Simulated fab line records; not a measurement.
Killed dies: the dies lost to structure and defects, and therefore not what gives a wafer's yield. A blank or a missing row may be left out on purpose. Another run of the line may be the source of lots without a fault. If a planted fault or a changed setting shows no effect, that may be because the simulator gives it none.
Which of the tools did it?	flow gf180mcu	route of 602 steps, sampled at 1 step: 7 lots, 21 wafers

== WHAT THE GAUGES SHOWED, per wafer ==
GF_V4_OVL_MEAS_15.
lot	measured	on	V4_OVL (nm)
L734	day 24 19:00	overlay-01	4 0 -2
L738	day 26 05:22	overlay-01	9 3 1
L740	day 26 20:19	overlay-01	-6 -10 1
L743	day 27 19:07	overlay-02	-8 -8 -4
L750	day 29 17:10	overlay-01	-1 -8 -2
L753	day 30 11:45	overlay-01	-3 6 -2
L755	day 31 02:36	overlay-02	0 3 1

== TOOL THAT RAN EACH LOT (tool first, then ch and the chambers of the sampled wafers, then the start) ==
There is no process step in the record ahead of these readings.

== THE ANSWER, worked out from the rows above alone ==
Rule: the usual values come from the lots themselves. Put in order of their means at a reading, lots are off if they are a third of the lots or fewer, leave a main group of 4 or more, and stand apart from it by a gap of 3 or more times the standard deviation of the main group's means; of several such gaps the widest counts. If all means in a main group match to the digits the tables above print for the reading, that group is not used. A lot without any number at a reading at which 4 lots or more have one is off too. Any other lot the step has rows for is counted as sound.
No lot is off at any reading shown: from this, nothing can be told.

== WHAT HAD BEEN PUT IN BY THE SIMULATOR ==
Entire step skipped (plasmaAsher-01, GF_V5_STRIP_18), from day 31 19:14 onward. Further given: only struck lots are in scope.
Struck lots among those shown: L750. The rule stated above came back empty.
